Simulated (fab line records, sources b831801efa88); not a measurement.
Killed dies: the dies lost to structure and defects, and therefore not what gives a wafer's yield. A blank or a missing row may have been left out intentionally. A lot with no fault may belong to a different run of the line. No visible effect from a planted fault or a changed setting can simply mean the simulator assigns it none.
Which tool did it? :: flow sky130 :: 39 wafers from 13 lots sampled at 4 of the route's 708 steps

== WHAT THE GAUGES SHOWED, per wafer ==
SKY_VIA4_BOW_MEAS_03. Usual: VIA4_BOW typically reads 81 um, with standard deviation 8.1.
lot: L893
measured: day 41 21:11
on: film_metro-02
VIA4_BOW (um): 75 77 68
flag: 

lot: L894
measured: day 42 04:11
on: film_metro-02
VIA4_BOW (um): 72 71 82
flag: 

lot: L895
measured: day 42 10:49
on: film_metro-04
VIA4_BOW (um): 100 84 87
flag: 

lot: L896
measured: day 42 19:49
on: film_metro-04
VIA4_BOW (um): 80 75 89
flag: 

lot: L898
measured: day 43 13:11
on: film_metro-04
VIA4_BOW (um): 89 81 85
flag: 

lot: L900
measured: day 44 08:49
on: film_metro-03
VIA4_BOW (um): 68 80 79
flag: 

lot: L905
measured: day 45 09:52
on: film_metro-04
VIA4_BOW (um): 84 81 92
flag: 

lot: L908
measured: day 46 10:40
on: film_metro-02
VIA4_BOW (um): 66 77 81
flag: 

lot: L909
measured: day 47 02:47
on: film_metro-03
VIA4_BOW (um): 77 81 73
flag: 

lot: L911
measured: day 47 03:25
on: film_metro-03
VIA4_BOW (um): 87 92 89
flag: 

lot: L912
measured: day 47 04:35
on: film_metro-04
VIA4_BOW (um): 95 81 94
flag: 

lot: L915
measured: day 47 17:52
on: film_metro-02
VIA4_BOW (um): 89 93 72
flag: 

lot: L914
measured: day 47 19:49
on: film_metro-02
VIA4_BOW (um): 78 74 75
flag: 

SKY_VIA4_RS_MEAS_19: uses a four-point probe to measure. Usual: VIA4_W_RS typically reads 0.227 ohm/sq, with standard deviation 0.0043.
lot: L893
measured: day 42 21:36
on: film_metro-03
VIA4_W_RS (ohm/sq): 0.226 0.226 0.226
flag: 

lot: L894
measured: day 43 04:37
on: film_metro-02
VIA4_W_RS (ohm/sq): 0.230 0.229 0.219
flag: 

lot: L895
measured: day 43 11:12
on: film_metro-04
VIA4_W_RS (ohm/sq): 0.219 0.220 0.232
flag: 

lot: L896
measured: day 43 19:38
on: film_metro-04
VIA4_W_RS (ohm/sq): 0.113 0.113 0.109 0.113 0.113 0.109
flag: OFF

lot: L898
measured: day 44 13:05
on: film_metro-02
VIA4_W_RS (ohm/sq): 0.230 0.225 0.232
flag: 

lot: L900
measured: day 45 08:21
on: film_metro-02
VIA4_W_RS (ohm/sq): 0.110 0.114 0.110 0.110 0.114 0.110
flag: OFF

lot: L905
measured: day 46 07:53
on: film_metro-03
VIA4_W_RS (ohm/sq): 0.114 0.114 0.114 0.114 0.114 0.114
flag: OFF

lot: L908
measured: day 47 07:33
on: film_metro-04
VIA4_W_RS (ohm/sq): 0.232 0.227 0.229
flag: 

lot: L909
measured: day 47 23:15
on: film_metro-02
VIA4_W_RS (ohm/sq): 0.230 0.227 0.230
flag: 

lot: L911
measured: day 47 23:52
on: film_metro-03
VIA4_W_RS (ohm/sq): 0.230 0.226 0.220
flag: 

lot: L912
measured: day 48 01:27
on: film_metro-02
VIA4_W_RS (ohm/sq): 0.227 0.219 0.227
flag: 

lot: L915
measured: day 48 13:13
on: film_metro-03
VIA4_W_RS (ohm/sq): 0.226 0.225 0.229
flag: 

lot: L914
measured: day 48 15:47
on: film_metro-03
VIA4_W_RS (ohm/sq): 0.228 0.220 0.217
flag: 

== WHICH TOOL RAN EACH LOT (tool, then ch and the chambers of the sampled wafers, then the start) ==
lot: L893
SKY_VIA4_STRIP_13: plasma_asher-04 ch 0,1, day 42 20:26
SKY_VIA4_CVD_18: cvd_w-01 ch 0,1, day 42 21:28

lot: L894
SKY_VIA4_STRIP_13: plasma_asher-03 ch 0,1, day 43 03:48
SKY_VIA4_CVD_18: cvd_w-02 ch 0,1, day 43 04:28

lot: L895
SKY_VIA4_STRIP_13: plasma_asher-03 ch 0,1, day 43 10:24
SKY_VIA4_CVD_18: cvd_w-02 ch 0,1, day 43 11:03

lot: L896
SKY_VIA4_STRIP_13: plasma_asher-03 ch 0,1, day 43 18:30
SKY_VIA4_CVD_18: cvd_w-02 ch 0,1, day 43 19:09

lot: L898
SKY_VIA4_STRIP_13: plasma_asher-04 ch 0,1, day 44 12:17
SKY_VIA4_CVD_18: cvd_w-01 ch 0,1, day 44 12:56

lot: L900
SKY_VIA4_STRIP_13: plasma_asher-04 ch 0,1, day 45 07:11
SKY_VIA4_CVD_18: cvd_w-02 ch 0,1, day 45 07:53

lot: L905
SKY_VIA4_STRIP_13: plasma_asher-04 ch 0,1, day 46 06:44
SKY_VIA4_CVD_18: cvd_w-01 ch 0,1, day 46 07:24

lot: L908
SKY_VIA4_STRIP_13: plasma_asher-02 ch 0,1, day 47 06:42
SKY_VIA4_CVD_18: cvd_w-01 ch 0,1, day 47 07:23

lot: L909
SKY_VIA4_STRIP_13: plasma_asher-03 ch 0,1, day 47 22:26
SKY_VIA4_CVD_18: cvd_w-01 ch 0,1, day 47 23:05

lot: L911
SKY_VIA4_STRIP_13: plasma_asher-02 ch 0,1, day 47 23:02
SKY_VIA4_CVD_18: cvd_w-02 ch 0,1, day 47 23:43

lot: L912
SKY_VIA4_STRIP_13: plasma_asher-04 ch 0,1, day 48 00:33
SKY_VIA4_CVD_18: cvd_w-02 ch 0,1, day 48 01:17

lot: L915
SKY_VIA4_STRIP_13: plasma_asher-02 ch 0,1, day 48 12:16
SKY_VIA4_CVD_18: cvd_w-01 ch 0, day 48 12:55

lot: L914
SKY_VIA4_STRIP_13: plasma_asher-02 ch 0,1, day 48 14:59
SKY_VIA4_CVD_18: cvd_w-02 ch 0,1, day 48 15:38
- SKY_VIA4_STRIP_13: strips in O2/N2.
- SKY_VIA4_CVD_18: deposits W, target thk 505 nm, time 152.14 s.

== AS READ BY THE TOOLS THEMSELVES (means over the sampled wafers that have a number; for cases with no such wafer, the mark the record gives instead) ==
SKY_VIA4_STRIP_13. Usual: drypump_motor_current_A 5.5 A, standard deviation 0.6; oes_product_au 0.710 a.u., standard deviation 0.0046; strip_time_to_endpoint_s 12.806 s, standard deviation 0.026.
lot: L893
tool: plasma_asher-04
drypump_motor_current_A (A): 5.9
oes_product_au (a.u.): 0.709
strip_time_to_endpoint_s (s): 12.810
flag: 

lot: L894
tool: plasma_asher-03
drypump_motor_current_A (A): 6.0
oes_product_au (a.u.): 0.710
strip_time_to_endpoint_s (s): 12.816
flag: 

lot: L895
tool: plasma_asher-03
drypump_motor_current_A (A): 6.0
oes_product_au (a.u.): 0.708
strip_time_to_endpoint_s (s): 12.832
flag: 

lot: L896
tool: plasma_asher-03
drypump_motor_current_A (A): 5.9
oes_product_au (a.u.): 0.711
strip_time_to_endpoint_s (s): 12.789
flag: 

lot: L898
tool: plasma_asher-04
drypump_motor_current_A (A): 5.9
oes_product_au (a.u.): 0.710
strip_time_to_endpoint_s (s): 12.768
flag: 

lot: L900
tool: plasma_asher-04
drypump_motor_current_A (A): 5.9
oes_product_au (a.u.): 0.707
strip_time_to_endpoint_s (s): 12.801
flag: 

lot: L905
tool: plasma_asher-04
drypump_motor_current_A (A): 5.8
oes_product_au (a.u.): 0.709
strip_time_to_endpoint_s (s): 12.831
flag: 

lot: L908
tool: plasma_asher-02
drypump_motor_current_A (A): 5.1
oes_product_au (a.u.): 0.716
strip_time_to_endpoint_s (s): 12.805
flag: 

lot: L909
tool: plasma_asher-03
drypump_motor_current_A (A): 5.9
oes_product_au (a.u.): 0.711
strip_time_to_endpoint_s (s): 12.810
flag: 

lot: L911
tool: plasma_asher-02
drypump_motor_current_A (A): 5.1
oes_product_au (a.u.): 0.711
strip_time_to_endpoint_s (s): 12.821
flag: 

lot: L912
tool: plasma_asher-04
drypump_motor_current_A (A): 5.9
oes_product_au (a.u.): 0.708
strip_time_to_endpoint_s (s): 12.817
flag: 

lot: L915
tool: plasma_asher-02
drypump_motor_current_A (A): 5.1
oes_product_au (a.u.): 0.705
strip_time_to_endpoint_s (s): 12.803
flag: 

lot: L914
tool: plasma_asher-02
drypump_motor_current_A (A): 5.1
oes_product_au (a.u.): 0.708
strip_time_to_endpoint_s (s): 12.842
flag: 

SKY_VIA4_CVD_18. Usual: 923 W for heater_power_w, sd 100.
lot: L893
tool: cvd_w-01
heater_power_w (W): 837
flag: 

lot: L894
tool: cvd_w-02
heater_power_w (W): 981
flag: 

lot: L895
tool: cvd_w-02
heater_power_w (W): 966
flag: 

lot: L896
tool: cvd_w-02
heater_power_w (W): 983
flag: 

lot: L898
tool: cvd_w-01
heater_power_w (W): 918
flag: 

lot: L900
tool: cvd_w-02
heater_power_w (W): 962
flag: 

lot: L905
tool: cvd_w-01
heater_power_w (W): 895
flag: 

lot: L908
tool: cvd_w-01
heater_power_w (W): 826
flag: 

lot: L909
tool: cvd_w-01
heater_power_w (W): 828
flag: 

lot: L911
tool: cvd_w-02
heater_power_w (W): 987
flag: 

lot: L912
tool: cvd_w-02
heater_power_w (W): 987
flag: 

lot: L915
tool: cvd_w-01
heater_power_w (W): 755
flag: 

lot: L914
tool: cvd_w-02
heater_power_w (W): 959
flag: 

== THE ANSWER, worked out from the rows above alone ==
Rule: a lot counts as off when the mean over its wafers that have a number is more than 3 standard deviations away from the usual mean. Also off: a lot with no number at a reading for which 4 or more lots have one. All remaining lots with rows at the step are treated as sound. After the gauges, taken in route order, come the tools' own readings; for these a lot's mean is taken, as printed above. The first step at which some lot is off is used, and at that step the reading that is off furthest; a lot without a number counts as furthest.
Off: at SKY_VIA4_RS_MEAS_19 (VIA4_W_RS), L896, L900, L905.
If a tool, at a process step before that reading, ran all the lots that are off and no sound lot after the first of them, it fits. Those tools and the gauges at SKY_VIA4_RS_MEAS_19 are tried in the same way. No candidate that was tried fits.

== WHAT THE SIMULATOR PUT IN ==
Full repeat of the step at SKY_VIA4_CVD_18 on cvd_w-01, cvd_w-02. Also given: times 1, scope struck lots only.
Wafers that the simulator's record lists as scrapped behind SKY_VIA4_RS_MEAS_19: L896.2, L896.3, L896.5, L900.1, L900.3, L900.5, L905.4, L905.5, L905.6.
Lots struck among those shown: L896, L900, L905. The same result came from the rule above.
